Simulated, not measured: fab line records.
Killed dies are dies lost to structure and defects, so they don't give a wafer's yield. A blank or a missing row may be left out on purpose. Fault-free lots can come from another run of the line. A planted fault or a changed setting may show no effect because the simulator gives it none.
Comparing a struck lot with a sound one + flow sfq line + 20 out of 325 route steps
Sound: these wafers, L674.1, L674.2, L674.4. Struck: wafer L683.3. (L683.4 of the same lot was not struck and is left out.) The cause comes at the end.
At each step with rows: each side's tool, then ch and its chambers, then its first start. Under that, the readings that differ: sound wafers + struck wafers + difference of the means + sigmas: that difference in standard deviations of wafers without a fault.
alike: words and numbers the same on both sides, and readings whose means are apart by under 2 such deviations; not compared: readings that were withheld, readings missing a value for some wafer, numbers with overlapping values and no deviation given by the record, and bounds like >300 which may hide the same value.
Wherever a step has rows on one side only, a row that says differs or no value, or a row with sigmas, the two part there. Numbers that have no deviation but don't overlap get no sigmas and don't part them. A reading that every wafer of one side lacks parts them only if that side has two wafers or more.

first, 5 steps without rows for these wafers: SFQ_TRILAYER_R5_LITHO_COAT_136 (resist thk 600 nm); SFQ_TRILAYER_R5_LITHO_SOFTBAKE_140; SFQ_TRILAYER_R5_LITHO_EXPOSE_137 (exposes mask R5, target cd 500 nm); SFQ_TRILAYER_R5_LITHO_PEB_139 (peb time 60 s); SFQ_TRILAYER_R5_LITHO_DEVELOP_138 (time 60 s).
SFQ_R5_OVL_MEAS_935:
  sound on overlay-01 at day 54 16:33; struck on overlay-01 at day 57 15:52
  alike: R5_OVL
SFQ_TRILAYER_R5_BARC_OPEN_METAL_ETCH_177: etches BARC in O2, target depth 125 nm, time 41.7 s.
  sound on rie metal-01 ch 0,1, day 54 16:35; struck on rie metal-01 ch 0, day 57 15:55
  alike: drypump motor current A, oes product au
  not compared: rf hours counter h
SFQ_TRILAYER_R5_ETCH_METAL_ETCH_139: etches the open film in Cl2, stops on SiO2, target depth 60 nm, time 40 s.
  sound on rie metal-01 ch 0,1, day 54 16:38; struck on rie metal-01 ch 0, day 57 15:58
  alike: drypump motor current A, oes product au
  not compared: rf hours counter h
SFQ_TRILAYER_R5_STRIP_STRIP_140: strips in O2.
  sound on rie metal-01 ch 0,1, day 54 16:42; struck on rie metal-01 ch 0, day 57 16:13
  alike: drypump motor current A, oes product au
  not compared: rf hours counter h
then, 1 step without rows for these wafers: SFQ_TRILAYER_R5_STRIP_SOLV_CLEAN_141 (cleans in NMP, time 600 s).
SFQ_TRILAYER_A5C_DEP_PECVD_142: deposits SiO2 from SiH4/N2O, time 15.556 s, target thk 70 nm.
  sound on pecvd-02 ch 0,2, day 54 17:28; struck on pecvd-04 ch 0, day 57 16:47
  alike: heater power w, showerhead vpp V, throttle valve pct
then, 1 step without rows for these wafers: SFQ_TRILAYER_I5_LITHO_COAT_149 (resist thk 62 nm).
SFQ_TRILAYER_I5_LITHO_COAT_144: resist thk 650 nm.
  sound on litho track-01 ch 0, day 54 17:48; struck on litho track-01 ch 0, day 57 17:13
| reading                                             | sound             | struck | difference | sigmas |
|-----------------------------------------------------|-------------------|--------|------------|--------|
| model.KrF_of_TRILAYER_I5_LITHO_COAT_144.thk nm (nm) | 650.6 650.4 651.1 | 637.6  | -13.1      |        |
  alike: exhaust pa
then, 4 steps without rows for these wafers: SFQ_TRILAYER_I5_LITHO_SOFTBAKE_148; SFQ_TRILAYER_I5_LITHO_EXPOSE_145 (exposes mask I5, target cd 700 nm); SFQ_TRILAYER_I5_LITHO_PEB_147 (peb time 60 s); SFQ_TRILAYER_I5_LITHO_DEVELOP_146 (time 60 s).
SFQ_I5_OVL_MEAS_936:
  sound on overlay-02 at day 55 17:19; struck on overlay-02 at day 59 02:22
  alike: I5_OVL
SFQ_TRILAYER_I5_BARC_OPEN_VIA_ETCH_200: etches BARC in O2, target depth 125 nm, time 41.7 s.
  sound on rie diel-01 ch 0,1,3, day 55 17:20; struck on rie diel-02 ch 1, day 59 02:23
| reading                                             | sound           | struck | difference | sigmas |
|-----------------------------------------------------|-----------------|--------|------------|--------|
| rf hours counter h (h)                              | 11 17 18        | 23     | +8         |        |
| model.KrF_of_TRILAYER_I5_LITHO_COAT_144.thk nm (nm) | 574 572.6 574.2 | 560.5  | -13.1      |        |
  alike: drypump motor current A, oes product au
SFQ_TRILAYER_I5_ETCH_VIA_ETCH_147: etches the open film in CHF3, stops on Nb, target depth 360 nm.
  sound on rie diel-01 ch 0,1,3, day 55 17:23; struck on rie diel-02 ch 1, day 59 02:26
  alike: drypump motor current A, oes product au

## WHERE THEY PART
Nowhere in this record.

WHY: what had been put in by the simulator
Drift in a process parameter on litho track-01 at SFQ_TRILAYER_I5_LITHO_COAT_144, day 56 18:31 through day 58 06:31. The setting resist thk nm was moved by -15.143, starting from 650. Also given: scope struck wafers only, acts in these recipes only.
